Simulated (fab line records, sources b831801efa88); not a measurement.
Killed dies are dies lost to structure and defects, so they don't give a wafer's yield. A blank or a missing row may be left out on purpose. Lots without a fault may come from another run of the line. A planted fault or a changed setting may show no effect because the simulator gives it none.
Problem report in the 8D (eight disciplines) form, filled by code | flow sky130 | the parts of the form that need people (team, actions taken, sign-off) are left out

1. THE PROBLEM
CAPM_CVD_00_THK at SKY_CAPM_THK_MEAS_01 reads a mean of 18.44 nm on 2 wafers of 1 lot; wafers without a fault read 15.40 nm with a standard deviation of 0.19. That is +16 standard deviations from the usual mean.
First seen on wafer L141.2, day 42 11:46, on film_metro-02. The record holds 30 wafers of 10 lots with a number at this step. Rule for "out", or "out of limits": more than 4 standard deviations from the usual mean. The other wafers with a number count as sound.

2. WHAT IT IS AND WHAT IT IS NOT
question                    | is                | is not
which readings at this step | CAPM_CVD_00_THK   | -
which lots                  | L141              | L121, L122, L123, L130, L132, L134, L140, L143, L144
which wafers of those lots  | L141.2, L141.6    | L141.1
read on which gauges        | film_metro-02     | film_metro-03, film_metro-04
when                        | from day 42 11:46 | up to then (22 sound wafers); but 6 sound wafers of L143, L144 came after

3. SUSPECTS, AND WHAT RULES EACH OUT
Counting: a tool at a process step up to the reading stays a suspect if it ran every lot that is out. Sound lots after the first of them don't rule it out here, since some wafers of a struck lot are sound.
- the gauge at SKY_CAPM_THK_MEAS_01: ruled out. All the wafers that are out were read on film_metro-02, but those of them that SKY_METAL3_ETCH_17 has rows for are out there too, on other tools.
- cmp-01 at SKY_VIA2_CMP_24 (polishes, stops on SiO2, t overpolish 20 s, target thk 0 nm): kept. It ran the lot that is out, L141 (day 42 11:17); its last sound lot up to then is L134 (day 40 11:31).
- pvd_sputter-04 at SKY_METAL3_SPUTTER_02 (material AlCu, target thk 735 nm, time 39.1 s): kept. It ran the lot that is out, L141 (day 42 11:38); its last sound lot up to then is L123 (day 36 17:40).
- pecvd-03 at SKY_CAPM_CVD_00 (deposits SiO2, target thk 15.5 nm): kept. It ran the lot that is out, L141 (day 42 11:44); its last sound lot up to then is L140 (day 41 22:56).
- Within cmp-01 at SKY_VIA2_CMP_24: the wafers that are out ran in chamber 2; their sound lot-mates ran in chamber 1.
- Within pecvd-03 at SKY_CAPM_CVD_00: the wafers that are out ran in chamber 1; their sound lot-mates ran in chamber 0.
Left after counting: cmp-01 at SKY_VIA2_CMP_24, pvd_sputter-04 at SKY_METAL3_SPUTTER_02, pecvd-03 at SKY_CAPM_CVD_00.

4. THE CAUSE (what the simulator had put in)
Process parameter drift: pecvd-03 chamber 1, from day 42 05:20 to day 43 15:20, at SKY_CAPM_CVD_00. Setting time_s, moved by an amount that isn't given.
Counting left 3 suspects, and this tool is among them.

5. THE CHAIN OF EFFECTS, in route order
Each row: a reading whose mean over the struck wafers that have a number lies more than 3 standard deviations from the usual. Only readings for which the record gives a usual standard deviation are gone through. hours: the time from each lot's start at the first step in this table that gives one to its start at this step, as a median over the lots. sigmas: the change in usual standard deviations.
hours | step                 | reading         | usual      | on struck wafers | change | sigmas
0     | SKY_CAPM_THK_MEAS_01 | CAPM_CVD_00_THK | 15.40 nm   | 18.44            | +3.04  | +16
46    | SKY_METAL3_ETCH_17   | oes_product_au  | 0.752 a.u. | 0.829            | +0.077 | +12
The process steps in it:
- SKY_METAL3_ETCH_17: etches SiO2 in C4F8/O2/Ar, stops on TiN, time 3.9 s, target depth 15 nm.
Later measuring or inspecting steps at which every struck wafer that the step has a row for has a number for every such reading, and none has moved that far: SKY_CAPM_RS_MEAS_03.

6. WHAT WOULD HAVE CAUGHT IT SOONER
In this record the first reading out of limits at a measuring or inspecting step was taken at day 42 11:46, 6 hours after the fault began at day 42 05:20.
Of the tool readings at SKY_CAPM_CVD_00 for which the record gives a usual standard deviation, none was out on any struck wafer, so an alarm limit of 4 standard deviations on them would not have fired.
All the lots that are out (1) had begun SKY_CAPM_CVD_00 on pecvd-03 by day 42 11:46. A hold on the tool at that time would have spared none of them.
